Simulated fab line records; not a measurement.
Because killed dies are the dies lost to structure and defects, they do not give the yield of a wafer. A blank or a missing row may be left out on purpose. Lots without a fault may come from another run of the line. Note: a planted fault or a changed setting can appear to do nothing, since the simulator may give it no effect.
Which tool is to blame? || flow sky130 || 13 lots, 39 wafers sampled, at 2 steps of a route of 708

WHAT THE GAUGES READ, wafer by wafer
SKY_SONOS_ONO_THK_MEAS_05.
{"lot": "L215", "measured": "day 12 04:35", "on": "filmMetro-04", "SONOS_ONO_CVD_04_THK (nm)": "5.68 5.64 5.64"}
{"lot": "L216", "measured": "day 12 05:50", "on": "filmMetro-03", "SONOS_ONO_CVD_04_THK (nm)": "5.89 5.84 5.83"}
{"lot": "L217", "measured": "day 12 20:09", "on": "filmMetro-03", "SONOS_ONO_CVD_04_THK (nm)": "5.75 5.65 5.73"}
{"lot": "L219", "measured": "day 13 08:59", "on": "filmMetro-03", "SONOS_ONO_CVD_04_THK (nm)": "5.68 5.82 5.75"}
{"lot": "L220", "measured": "day 13 17:04", "on": "filmMetro-03", "SONOS_ONO_CVD_04_THK (nm)": "5.82 5.76 5.72"}
{"lot": "L221", "measured": "day 13 23:07", "on": "filmMetro-04", "SONOS_ONO_CVD_04_THK (nm)": "5.64 5.60 5.77"}
{"lot": "L222", "measured": "day 14 05:25", "on": "filmMetro-02", "SONOS_ONO_CVD_04_THK (nm)": "5.75 5.75 5.72"}
{"lot": "L225", "measured": "day 15 10:42", "on": "filmMetro-03", "SONOS_ONO_CVD_04_THK (nm)": "5.84 5.81 5.90"}
{"lot": "L226", "measured": "day 15 14:57", "on": "filmMetro-03", "SONOS_ONO_CVD_04_THK (nm)": "5.98 5.88 5.78"}
{"lot": "L227", "measured": "day 16 06:07", "on": "filmMetro-02", "SONOS_ONO_CVD_04_THK (nm)": "5.78 5.77 5.72"}
{"lot": "L228", "measured": "day 16 06:08", "on": "filmMetro-04", "SONOS_ONO_CVD_04_THK (nm)": "5.57 5.55 5.55"}
{"lot": "L232", "measured": "day 17 10:02", "on": "filmMetro-04", "SONOS_ONO_CVD_04_THK (nm)": "5.59 5.67 5.60"}
{"lot": "L233", "measured": "day 17 19:41", "on": "filmMetro-03", "SONOS_ONO_CVD_04_THK (nm)": "5.29 5.28 5.23"}

TOOL THAT RAN EACH LOT (tool first, then ch and the chambers of the sampled wafers, then the start)
{"lot": "L215", "SKY_SONOS_ONO_CVD_04": "lpcvd-03 ch 1, day 12 03:20"}
{"lot": "L216", "SKY_SONOS_ONO_CVD_04": "lpcvd-03 ch 0, day 12 04:35"}
{"lot": "L217", "SKY_SONOS_ONO_CVD_04": "lpcvd-03 ch 0, day 12 18:53"}
{"lot": "L219", "SKY_SONOS_ONO_CVD_04": "lpcvd-03 ch 0, day 13 07:43"}
{"lot": "L220", "SKY_SONOS_ONO_CVD_04": "lpcvd-03 ch 1, day 13 15:49"}
{"lot": "L221", "SKY_SONOS_ONO_CVD_04": "lpcvd-03 ch 1, day 13 21:52"}
{"lot": "L222", "SKY_SONOS_ONO_CVD_04": "lpcvd-03 ch 0, day 14 04:10"}
{"lot": "L225", "SKY_SONOS_ONO_CVD_04": "lpcvd-03 ch 1, day 15 09:27"}
{"lot": "L226", "SKY_SONOS_ONO_CVD_04": "lpcvd-03 ch 1, day 15 13:42"}
{"lot": "L227", "SKY_SONOS_ONO_CVD_04": "lpcvd-03 ch 1, day 16 04:52"}
{"lot": "L228", "SKY_SONOS_ONO_CVD_04": "lpcvd-03 ch 0, day 16 04:52"}
{"lot": "L232", "SKY_SONOS_ONO_CVD_04": "lpcvd-03 ch 0, day 17 08:47"}
{"lot": "L233", "SKY_SONOS_ONO_CVD_04": "lpcvd-03 ch 1, day 17 18:25"}
- SKY_SONOS_ONO_CVD_04: deposits SiO2 from SiH4/N2O, target thk 5.7199 nm.

AS READ BY THE TOOLS THEMSELVES (means over the sampled wafers that have a number; for cases with no such wafer, the mark the record gives instead)
SKY_SONOS_ONO_CVD_04.
{"lot": "L215", "tool": "lpcvd-03", "spikeTcBottomC (C)": 917.6, "zonePowerCentrePct (%)": 16.3}
{"lot": "L216", "tool": "lpcvd-03", "spikeTcBottomC (C)": 918.0, "zonePowerCentrePct (%)": 20.9}
{"lot": "L217", "tool": "lpcvd-03", "spikeTcBottomC (C)": 917.7, "zonePowerCentrePct (%)": 20.9}
{"lot": "L219", "tool": "lpcvd-03", "spikeTcBottomC (C)": 918.3, "zonePowerCentrePct (%)": 20.8}
{"lot": "L220", "tool": "lpcvd-03", "spikeTcBottomC (C)": 916.8, "zonePowerCentrePct (%)": 16.5}
{"lot": "L221", "tool": "lpcvd-03", "spikeTcBottomC (C)": 916.2, "zonePowerCentrePct (%)": 16.5}
{"lot": "L222", "tool": "lpcvd-03", "spikeTcBottomC (C)": 919.1, "zonePowerCentrePct (%)": 20.7}
{"lot": "L225", "tool": "lpcvd-03", "spikeTcBottomC (C)": 916.5, "zonePowerCentrePct (%)": 16.3}
{"lot": "L226", "tool": "lpcvd-03", "spikeTcBottomC (C)": 918.3, "zonePowerCentrePct (%)": 16.2}
{"lot": "L227", "tool": "lpcvd-03", "spikeTcBottomC (C)": 917.1, "zonePowerCentrePct (%)": 16.4}
{"lot": "L228", "tool": "lpcvd-03", "spikeTcBottomC (C)": 918.6, "zonePowerCentrePct (%)": 20.9}
{"lot": "L232", "tool": "lpcvd-03", "spikeTcBottomC (C)": 918.7, "zonePowerCentrePct (%)": 20.8}
{"lot": "L233", "tool": "lpcvd-03", "spikeTcBottomC (C)": 916.6, "zonePowerCentrePct (%)": 16.3}

THE ANSWER, worked out from the rows above alone
Rule: the lots themselves supply what counts as usual. Put in order of their means at a reading, lots are off if they are a third of the lots or fewer, leave a main group of 4 or more, and stand apart from it by a gap of 3 or more times the standard deviation of the main group's means; of several such gaps the widest counts. A main group is skipped when, at the precision printed for the reading in the tables above, its means are all equal. A lot without any number at a reading at which 4 lots or more have one is off too. All remaining lots with rows at the step are treated as sound. First the gauges in route order, then the tools' own readings, where a lot's mean is used as printed above. At the first step where some lot is off, the reading lying furthest off is the one used; lots without a number count as furthest.
Off: at SKY_SONOS_ONO_THK_MEAS_05 (SONOS_ONO_CVD_04_THK), L233. Mean 5.73 nm and standard deviation 0.094 in the main group.
If a tool, at a process step before that reading, ran all the lots that are off and no sound lot after the first of them, it fits. The gauges at SKY_SONOS_ONO_THK_MEAS_05 are tried like those tools. Can't be told from this: 2 tools fit, lpcvd-03 at SKY_SONOS_ONO_CVD_04, filmMetro-03 at SKY_SONOS_ONO_THK_MEAS_05.

WHAT WAS PUT IN BY THE SIMULATOR
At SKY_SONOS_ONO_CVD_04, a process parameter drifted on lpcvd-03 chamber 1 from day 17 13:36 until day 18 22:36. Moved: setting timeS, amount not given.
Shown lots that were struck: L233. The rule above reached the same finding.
